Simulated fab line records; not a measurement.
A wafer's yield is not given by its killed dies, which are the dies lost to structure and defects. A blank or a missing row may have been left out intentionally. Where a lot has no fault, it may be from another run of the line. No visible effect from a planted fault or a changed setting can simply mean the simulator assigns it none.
fab line records | flow gf180mcu
[record] lots = 6 wafers = 18 last-day = 34
route steps=602 shown HV_LDD@182
lots that met no fault: from a run of the same line without faults
start-h: hours from the record's opening day to when the first of the lot's shown wafers began | wait-h: hours from the lot's prior step to this one | " as in the row above | L1.1+2: a single row standing in for several wafers | - no value, or no start was given | * or withheld: withheld | < > ~ a bound
route shown NAME@n: names a module that has steps shown in the file, with the first one's number in the route | usual: the fault-free wafers' mean and standard deviation | same: alike in all rows | chamber/n: place in a boat | sites: readings site by site | _std_site: standard deviation of those values | _edge_site: inner sites' mean taken away from outer sites' mean | radius-mm: for every site, how far away it sits from the centre of the wafer | mask NAME#n: copy n | behind: the tool/chamber that last shaped the wafer | hold: what put the lot on hold/how long, in hours/how the hold closed | device: whichever transistor did not switch (one of n, p or np) | end of line: tests of these same wafers at the route's end | step lacking rows: just its recipe | killed: not the wafer's yield, but the dies lost to structure and defects at the first sort | map: the dies of a wafer, with x for killed, . for not killed, _ for no die there
set.NAME: the setting the step ran with; set.NAME@STEP: the setting that earlier step ran with | model.NAME: the simulator's own value behind a step, which no gauge read
lots at selected steps of the route; one table per step, one row per wafer
services: from which hour (start-h, from the record's first day; less than 0 if before it) a tool's chamber was out of use, for how many hours, and why
[[steps]]
[step GF_HV_LDD_DEVELOP_06]
[recipe] develop-time-s = 57.08 dev-temp-c = 23
[step GF_HV_LDD_CD_MEAS_07]
[recipe] target-cd-nm = 400
[usual] cd-nm = 399.6/2.3
// columns lot.wafer tool chamber start-h wait-h cd-nm
L346.2 cd-sem-01 - 225.43 0.1 399.0
L346.4 " - " " 400.1
L346.6 " - " " 400.7
L348.1 cd-sem-02 - 241.61 0.1 396.3
L348.5 " - " " 395.5
L348.6 " - " " 395.5
L351.3 cd-sem-02 - 265.75 0.1 398.3
L351.4 " - " " 400.4
L351.6 " - " " 400.1
L362.3 cd-sem-02 - 358.65 0.1 400.7
L362.4 " - " " 398.0
L362.6 " - " " 400.2
L363.2 cd-sem-01 - 371.43 0.1 397.4
L363.3 " - " " 397.2
L363.5 " - " " 397.0
L367.1 cd-sem-02 - 393.22 0.1 398.0
L367.3 " - " " 395.8
L367.4 " - " " 396.2
[step GF_HV_LDD_OVL_MEAS_08]
[usual] HV_LDD_OVL = -1.3/1.2
// columns lot.wafer tool chamber start-h wait-h HV_LDD_OVL[nm]
L346.2 overlay-01 - 225.54 0.1 -3.7
L346.4 " - " " -1.8
L346.6 " - " " -2.7
L348.1 overlay-01 - 241.73 0.1 -1.1
L348.5 " - " " -0.9
L348.6 " - " " -0.6
L351.3 overlay-01 - 265.84 0.1 0.5
L351.4 " - " " 0.4
L351.6 " - " " -1.7
L362.3 overlay-01 - 358.74 0.1 -0.7
L362.4 " - " " 0.7
L362.6 " - " " -1.0
L363.2 overlay-02 - 371.54 0.1 -1.0
L363.3 " - " " -1.6
L363.5 " - " " -0.6
L367.1 overlay-02 - 393.34 0.1 -1.3
L367.3 " - " " -3.4
L367.4 " - " " -2.3
[step GF_HV_LDD_IMPLANT_09]
[recipe] species = As energy-kev = 40 dose-cm2 = 1e+14 tilt-deg = 7
[step GF_HV_LDD_STRIP_10]
[recipe] chemistry = O2/N2 power-w = 1400 pressure-mtorr = 1500 platen-temp-c = 250 o2-flow-sccm = 3000 n2-flow-sccm = 300 overash-fraction = 0.5
[usual] chamber-pressure-mTorr = 1500.0/1.3 drypump-motor-current-A = 6.1/0.51 heater-power-w = 351/24 n2-flow-sccm = 299.9/0.88 oes-product-au = 0.717/0.0045 strip-time-to-endpoint-s = 12.63/0.035
[same] overash-fraction = 0.5
// columns lot.wafer tool chamber start-h wait-h chamber-pressure-mTorr drypump-motor-current-A heater-power-w n2-flow-sccm oes-product-au rf-hours-counter-h strip-time-to-endpoint-s
L346.2 plasma-asher-02 1 225.72 0.1 1497.9 5.9 399 300.4 0.717 59 12.60
L346.4 " 0 " " 1500.1 5.0 350 301.2 0.716 - 12.57
L346.6 " 1 " " 1499.5 5.9 404 299.8 0.715 - 12.58
L348.1 plasma-asher-02 1 241.92 0.1 1500.4 5.9 396 299.7 0.719 60 12.65
L348.5 " 0 " " 1499.6 5.0 342 300.3 0.722 - 12.69
L348.6 " 1 " " 1499.5 5.9 406 299.5 0.720 - 12.61
L351.3 plasma-asher-04 1 266.05 0.1 1502.2 6.4 348 300.0 0.707 - 12.65
L351.4 " 0 " " 1502.4 6.2 318 300.2 0.717 - 12.64
L351.6 " 1 " " 1500.9 6.4 345 298.4 0.723 - 12.65
L362.3 plasma-asher-04 1 358.95 0.1 1498.2 6.4 344 300.4 0.711 - 12.63
L362.4 " 0 " " 1500.0 6.2 320 301.0 0.718 - 12.62
L362.6 " 0 " " 1499.4 6.2 323 299.2 0.717 - 12.64
L363.2 plasma-asher-01 0 371.72 0.1 1501.0 6.6 361 300.6 0.711 60 12.64
L363.3 " 0 " " 1500.9 6.6 346 300.9 0.711 - 12.67
L363.5 " 0 " " 1499.8 6.6 352 300.7 0.709 - 12.68
L367.1 plasma-asher-01 1 393.52 0.1 1499.9 6.3 343 299.2 0.725 62 12.60
L367.3 " 0 " " 1500.6 6.6 351 299.3 0.715 - 12.62
L367.4 " 1 " " 1498.6 6.3 342 301.1 0.717 - 12.60
[step GF_HV_LDD_TW_MEAS_11]
[usual] HV_LDD_TW = 2437/12
// columns lot.wafer tool chamber start-h wait-h HV_LDD_TW
L346.2 film-metro-01 - 225.83 0.1 2438
L346.4 " - " " 2444
L346.6 " - " " 2451
L348.1 film-metro-03 - 242.02 0.1 2435
L348.5 " - " " 2433
L348.6 " - " " 2444
L351.3 film-metro-04 - 266.14 0.1 2445
L351.4 " - " " 2445
L351.6 " - " " 2447
L362.3 film-metro-03 - 359.04 0.1 2439
L362.4 " - " " 2435
L362.6 " - " " 2443
L363.2 film-metro-04 - 371.87 0.1 2439
L363.3 " - " " 2427
L363.5 " - " " 2450
L367.1 film-metro-01 - 393.62 0.1 2419
L367.3 " - " " 2417
L367.4 " - " " 2428
[step GF_HV_LDD_DEHYDRATE_12]
[recipe] temp-c = 200 time-s = 60
[step GF_HV_LDD_HMDS_13]
[recipe] prime-time-s = 60 prime-temp-c = 120
[step GF_HV_LDD_COAT_14]
[recipe] resist = NOVOLAK spin-rpm = 3000 resist-thk-nm = 1000
[step GF_HV_LDD_SOFTBAKE_15]
[recipe] temp-c = 90 time-s = 60 resist = NOVOLAK
[step GF_HV_LDD_EXPOSE_16]
[recipe] mask-id = Pplus_LV_AREA target-cd-nm = 400 na = 0.6 source-shape = conventional sigma-outer = 0.6 dose-mj = 140
[step GF_HV_LDD_PEB_17]
[recipe] temp-c = withheld time-s = * resist = NOVOLAK
[step GF_HV_LDD_DEVELOP_18]
[recipe] develop-time-s = 60 dev-temp-c = 23
[usual] chill-plate-temp-C = 23.02/0.1 develop-time-s = 60/0 exhaust-pa = 44.8/0.88
// columns lot.wafer tool chamber start-h wait-h chill-plate-temp-C develop-time-s exhaust-pa
L346.2 litho-track-03 0 244.34 0.1 22.96 60 45.7
L346.4 " 0 " " 23.08 60 45.6
L346.6 " 0 " " 23.26 60 45.5
L348.1 litho-track-01 0 260.37 0.1 22.94 60 46.1
L348.5 " 0 " " 23.12 60 46.6
L348.6 " 0 " " 22.97 60 46.4
L351.3 litho-track-01 0 285.37 0.1 23.04 60 43.5
L351.4 " 0 " " 23.01 60 44.5
L351.6 " 0 " " 22.95 60 45.5
L362.3 litho-track-03 - 381.21 0.1 - - -
L362.4 " - " " - - -
L362.6 " - " " - - -
L363.2 litho-track-02 - 394.39 0.1 - - -
L363.3 " - " " - - -
L363.5 " - " " - - -
L367.1 litho-track-01 0 416.47 0.1 22.96 60 44.9
L367.3 " 0 " " 23.00 60 44.7
L367.4 " 0 " " 23.00 60 44.6
[step GF_HV_LDD_CD_MEAS_19]
[recipe] target-cd-nm = 400
[usual] cd-nm = 399.3/2
// columns lot.wafer tool chamber start-h wait-h cd-nm
L346.2 cd-sem-01 - 244.48 0.1 397.4
L346.4 " - " " 397.1
L346.6 " - " " 399.8
L348.1 cd-sem-01 - 260.52 0.1 397.9
L348.5 " - " " 396.1
L348.6 " - " " 402.0
L351.3 cd-sem-02 - 285.51 0.1 400.6
L351.4 " - " " 399.5
L351.6 " - " " 399.7
L362.3 cd-sem-02 - 381.35 0.1 -
L362.4 " - " " -
L362.6 " - " " -
L363.2 cd-sem-01 - 394.54 0.1 -
L363.3 " - " " -
L363.5 " - " " -
L367.1 cd-sem-01 - 416.62 0.1 401.8
L367.3 " - " " 401.9
L367.4 " - " " 401.4
[[services]]
// columns tool chamber start-h hours kind
plasma-asher-04 - 212.34 2.5 repair
plasma-asher-01 - 250.46 2.8 pm
litho-track-01 - 267.77 - consumable-replace:filter
plasma-asher-01 - 281.07 15.6 pm
plasma-asher-01 - 308.23 0.4 repair
[[key]]
[first-sign] step = GF_HV_LDD_DEVELOP_18 reading = tool-record direction = missing
effect none on later readings
met-at GF_HV_LDD_DEVELOP_18
struck-wafers L362.3,L362.4,L362.6,L363.2,L363.3,L363.5
later-rows-left-out L362.3,L362.4,L362.6,L363.2,L363.3,L363.5
sort-left-out L362.3,L362.4,L362.6,L363.2,L363.3,L363.5
tester-left-out L362,L363
onset-between 244.34 381.21
[fault] kind = skipped-step-whole tool = litho-track-02,litho-track-03 chamber = - onset-h = 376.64 steps = GF_HV_LDD_DEVELOP_18 scope = struck-lots-only
// tester-left-out: of these lots the tester's yield and bins aren't shown, on N5 and GAA mostly nor the transistor test; their killed dies are dies lost to structure and defects alone, not to doping, threshold or leakage, so they don't give the yield
// sort-left-out: the simulated sort isn't trusted on such a fault, so these wafers' sort isn't shown, and their yield isn't known
// later-rows-left-out: the simulator's readings of these wafers behind a module that went badly wrong aren't trusted and aren't shown, but for the sort
